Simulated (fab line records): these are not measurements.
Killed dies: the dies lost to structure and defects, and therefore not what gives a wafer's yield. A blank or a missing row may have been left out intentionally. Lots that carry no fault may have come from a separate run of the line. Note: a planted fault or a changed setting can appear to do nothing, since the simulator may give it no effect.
A struck lot beside a sound one :: flow sky130 :: 15 steps out of a route of 708
Sound: the wafers L645.1, L645.3, L645.4. Struck: wafer L651.6 (left out: L651.2, L651.3 of the same lot, which were not struck); the cause appears at the end.
At each step with rows: each side's tool, then ch and its chambers, then its first start. Under that, the readings that differ: sound wafers :: struck wafers :: difference of the means :: sigmas: that difference in standard deviations of wafers without a fault.
alike: readings with means less than 2 such deviations apart, plus words and numbers identical on both sides. not compared: withheld readings, readings lacking a value on some wafer, bounds such as >300 that could conceal the same value, and numbers that have no deviation in the record and whose values overlap.
Wherever a step has rows on one side only, a row that says differs or no value, or a row with sigmas, the two part there. Numbers that don't overlap but have no deviation are shown without sigmas and don't part them. A reading missing from all wafers of one side parts the sides only when that side holds two or more wafers.

first, 3 steps without rows for these wafers: SKY_VIA2_STRIP_17 (strips in post etch residue remover, time 1200 s); SKY_VIA2_CLEAN_18 (cleans in IPA, time 180 s); SKY_VIA2_CLEAN_19 (cleans in O3/DIW).
SKY_VIA2_SPUTTER_20: material TiN, target thk 20 nm, time 80 s.
  sound on pvd-sputter-02, day 40 13:14; struck on pvd-sputter-04, day 42 12:05
  alike: throttle-valve-pct
then, 1 step without rows for these wafers: SKY_VIA2_CVD_21 (deposits W, target thk 420 nm, time 126.4 s).
SKY_VIA2_RS_MEAS_22: measures by four-point-probe.
  sound on film-metro-02, day 40 13:26; struck on film-metro-02, day 42 12:17
  alike: VIA2_W_RS
SKY_VIA2_THK_MEAS_23: measures by xrf.
  sound on film-metro-02, day 40 13:33; struck on film-metro-02, day 42 12:24
  alike: VIA2_W_THK
then, 1 step without rows for these wafers: SKY_VIA2_CMP_24 (polishes, stops on SiO2, t overpolish 20 s, target thk 0 nm).
SKY_METAL3_SPUTTER_00: material Ti, target thk 15 nm, time 10 s.
  sound on pvd-sputter-01, day 40 13:55; struck on pvd-sputter-03, day 42 12:45
  alike: throttle-valve-pct
SKY_METAL3_SPUTTER_01: material TiN, target thk 20 nm, time 16.7 s.
  sound on pvd-sputter-01, day 40 13:56; struck on pvd-sputter-03, day 42 12:46
  alike: throttle-valve-pct
SKY_METAL3_SPUTTER_02: material AlCu, target thk 735 nm, time 39.1 s.
  sound on pvd-sputter-01, day 40 13:58; struck on pvd-sputter-03, day 42 12:48
  alike: throttle-valve-pct
SKY_METAL3_SPUTTER_03: material Ti, target thk 5 nm, time 3.3 s.
  sound on pvd-sputter-01, day 40 14:00; struck on pvd-sputter-03, day 42 12:50
  alike: throttle-valve-pct
SKY_METAL3_SPUTTER_04: material TiN, target thk 70 nm, time 58.3 s.
  sound on pvd-sputter-01, day 40 14:01; struck on pvd-sputter-03, day 42 12:52
reading: model.TiN_of_METAL3_SPUTTER_04.thk-nm (nm)
sound: 70.42 70.31 69.74
struck: 72.72
difference: +2.56
sigmas: 
  alike: throttle-valve-pct
then, 2 steps without rows for these wafers: SKY_CAPM_CVD_00 (deposits SiO2, target thk 15.5 nm); SKY_PAD_OPEN_PROBE_99.

## WHERE THEY PART
Nowhere in this record.

WHY: the cause the simulator had injected
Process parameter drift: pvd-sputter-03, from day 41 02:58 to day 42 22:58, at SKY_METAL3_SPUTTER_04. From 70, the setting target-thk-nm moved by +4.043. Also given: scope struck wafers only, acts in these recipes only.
